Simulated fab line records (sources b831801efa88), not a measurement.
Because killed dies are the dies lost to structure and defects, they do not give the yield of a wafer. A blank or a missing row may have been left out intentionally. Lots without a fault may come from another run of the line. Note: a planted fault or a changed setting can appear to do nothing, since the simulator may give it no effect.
Which tool was responsible? | flow gf180mcu | Sampling: 12 lots, 36 wafers, 5 of 602 route steps

== WHAT THE GAUGES SHOWED, per wafer ==
GF_M2_CD_MEAS_14: target cd 280 nm.
lot  | measured     | on        | cd_nm (nm)
L832 | day 20 16:45 | cd_sem-01 | 280.6 280.5 280.4
L833 | day 21 01:43 | cd_sem-02 | 281.9 280.7 280.8
L835 | day 21 06:49 | cd_sem-01 | 279.4 279.0 279.6
L837 | day 21 23:59 | cd_sem-02 | 277.8 278.4 277.3
L836 | day 22 04:11 | cd_sem-02 | 281.1 280.7 279.4
L839 | day 22 14:13 | cd_sem-01 | 283.0 283.0 283.0
L842 | day 23 18:00 | cd_sem-02 | 281.1 281.6 282.2
L844 | day 24 10:34 | cd_sem-02 | 287.4 288.6 286.9 287.4 288.6 287.0
L845 | day 24 18:59 | cd_sem-02 | 288.9 287.5 288.4 288.9 287.6 288.0
L850 | day 26 16:08 | cd_sem-02 | 279.8 279.3 279.5
L851 | day 26 16:28 | cd_sem-02 | 280.6 280.8 280.9
L852 | day 26 23:22 | cd_sem-01 | 281.0 280.1 280.7

GF_M3_OVL_MEAS_15.
lot  | measured     | on         | M3_OVL (nm)
L832 | day 22 18:16 | overlay-02 | -3 4 -2
L833 | day 23 03:45 | overlay-02 | -4 -2 -9
L835 | day 23 08:06 | overlay-01 | -3 -2 -3
L837 | day 24 01:08 | overlay-02 | -7 -10 -10
L836 | day 24 04:38 | overlay-02 | -8 -7 -10
L839 | day 24 14:52 | overlay-02 | -2 -1 -8
L842 | day 25 16:46 | overlay-02 | -5 -2 -3
L844 | day 26 09:42 | overlay-01 | -5 -9 -10
L845 | day 26 17:33 | overlay-02 | -2 -3 -6
L850 | day 28 11:48 | overlay-01 | -5 -2 -3
L851 | day 28 12:42 | overlay-01 | -4 -6 -5
L852 | day 28 19:11 | overlay-01 | -8 -9 -9

GF_V4_OVL_MEAS_15.
lot  | measured     | on         | V4_OVL (nm)
L832 | day 25 17:43 | overlay-02 | 9 2 7
L833 | day 26 02:06 | overlay-01 | 7 9 4
L835 | day 26 06:59 | overlay-02 | 7 11 14
L837 | day 26 23:01 | overlay-01 | -3 4 -3
L836 | day 27 02:11 | overlay-01 | -5 -8 -5
L839 | day 27 10:31 | overlay-01 | 4 4 2
L842 | day 28 10:33 | overlay-02 | 9 4 9
L844 | day 29 03:10 | overlay-02 | 4 4 4
L845 | day 29 09:56 | overlay-01 | -2 -1 -2
L850 | day 31 01:05 | overlay-01 | 4 12 5
L851 | day 31 01:18 | overlay-02 | 2 10 6
L852 | day 31 07:16 | overlay-02 | 4 9 13

== EACH LOT AND THE TOOL THAT RAN IT (in order: tool; ch and the chambers of the sampled wafers; start) ==
lot  | GF_STI_STRIP_15                     | GF_M2_PEB_12
L832 | plasma_asher-01 ch 0,1, day 2 20:02 | litho_track-03 ch 0, day 20 16:24
L833 | plasma_asher-01 ch 0, day 3 02:33   | litho_track-04 ch 0, day 21 01:22
L835 | plasma_asher-03 ch 0,1, day 3 09:44 | litho_track-02 ch 0, day 21 06:29
L837 | plasma_asher-03 ch 0,1, day 3 18:22 | litho_track-02 ch 0, day 21 23:40
L836 | plasma_asher-01 ch 0,1, day 3 18:59 | litho_track-02 ch 0, day 22 03:52
L839 | plasma_asher-01 ch 0,1, day 4 04:30 | litho_track-02 ch 0, day 22 13:53
L842 | plasma_asher-01 ch 1, day 4 19:30   | litho_track-03 ch 0, day 23 17:39
L844 | plasma_asher-01 ch 0,1, day 5 06:38 | litho_track-02 ch 0, day 24 10:14
L845 | plasma_asher-01 ch 0,1, day 5 13:03 | litho_track-02 ch 0, day 24 18:38
L850 | plasma_asher-04 ch 0,1, day 6 13:41 | litho_track-04 ch 0, day 26 15:48
L851 | plasma_asher-03 ch 0,1, day 6 18:53 | litho_track-04 ch 0, day 26 16:07
L852 | plasma_asher-01 ch 0, day 7 00:20   | litho_track-04 ch 0, day 26 23:01
- GF_STI_STRIP_15: strips in O2/N2.
- GF_M2_PEB_12: peb time 90 s.

== AS READ BY THE TOOLS THEMSELVES (means over the sampled wafers that have a number; for cases with no such wafer, the mark the record gives instead) ==
GF_STI_STRIP_15.
lot  | tool            | chamber_pressure_mTorr (mTorr) | drypump_motor_current_A (A) | heater_power_w (W) | oes_product_au (a.u.) | strip_time_to_endpoint_s (s)
L832 | plasma_asher-01 | 1501.2                         | 5.5                         | 346                | 0.387                 | 3.72
L833 | plasma_asher-01 | 1499.1                         | 5.7                         | 371                | 0.377                 | 3.69
L835 | plasma_asher-03 | 1501.1                         | 5.6                         | 354                | 0.380                 | 3.69
L837 | plasma_asher-03 | 1500.1                         | 6.1                         | 343                | 0.378                 | 3.73
L836 | plasma_asher-01 | 1500.6                         | 5.5                         | 354                | 0.378                 | 3.71
L839 | plasma_asher-01 | 1498.5                         | 5.3                         | 337                | 0.385                 | 3.71
L842 | plasma_asher-01 | 1500.5                         | 5.1                         | 323                | 0.386                 | 3.77
L844 | plasma_asher-01 | 1498.8                         | 5.3                         | 339                | 0.380                 | 3.73
L845 | plasma_asher-01 | 1500.6                         | 5.3                         | 341                | 0.388                 | 3.75
L850 | plasma_asher-04 | 1500.6                         | 5.6                         | 347                | 0.385                 | 3.72
L851 | plasma_asher-03 | 1499.0                         | 5.6                         | 353                | 0.381                 | 3.69
L852 | plasma_asher-01 | 1499.9                         | 5.7                         | 368                | 0.383                 | 3.76

GF_M2_PEB_12.
lot  | tool           | heater_power_total_W (W)
L832 | litho_track-03 | 85.65
L833 | litho_track-04 | 85.71
L835 | litho_track-02 | 85.66
L837 | litho_track-02 | 85.78
L836 | litho_track-02 | 85.74
L839 | litho_track-02 | 85.64
L842 | litho_track-03 | 85.74
L844 | litho_track-02 | 94.78
L845 | litho_track-02 | 94.65
L850 | litho_track-04 | 85.71
L851 | litho_track-04 | 85.69
L852 | litho_track-04 | 85.65

== THE ANSWER, worked out from the rows above alone ==
Rule: what is usual is taken from the lots themselves. Put in order of their means at a reading, lots are off if they are a third of the lots or fewer, leave a main group of 4 or more, and stand apart from it by a gap of 3 or more times the standard deviation of the main group's means; of several such gaps the widest counts. Not used: any main group whose means are identical at the precision the tables above print for the reading. A lot without any number at a reading at which 4 lots or more have one is off too. Where the step has rows for the other lots, those lots are counted as sound. After the gauges, taken in route order, come the tools' own readings; for these a lot's mean is taken, as printed above. The first step at which some lot is off is used, and at that step the reading that is off furthest; a lot without a number counts as furthest.
Off at GF_M2_CD_MEAS_14 (cd_nm): L844, L845. The main group: mean 280.5 nm, standard deviation 1.3.
If a tool, at a process step before that reading, ran all the lots that are off and no sound lot after the first of them, it fits. Not tried: the gauges at GF_M2_CD_MEAS_14; whatever is off there is also off at GF_M2_PEB_12, on other tools, and gauge error can't account for it. One fits: GF_M2_PEB_12 on litho_track-02. Its last sound lot is L839 (day 22 13:53), its first lot that is off L844 (day 24 10:14): a fault that began between those two fits.
On the lots that are off, the tool's own readings at GF_M2_PEB_12 differ by more than 5 times the standard deviation of the sound lots' means, which bears it out; heater_power_total_W reads 94.72 W there versus 85.70 W on the sound lots.

== WHAT WAS PUT IN BY THE SIMULATOR ==
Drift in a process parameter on litho_track-02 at GF_M2_PEB_12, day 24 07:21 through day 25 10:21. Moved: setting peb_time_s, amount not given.
Lots struck among those shown: L844, L845. The rule above reached the same finding.
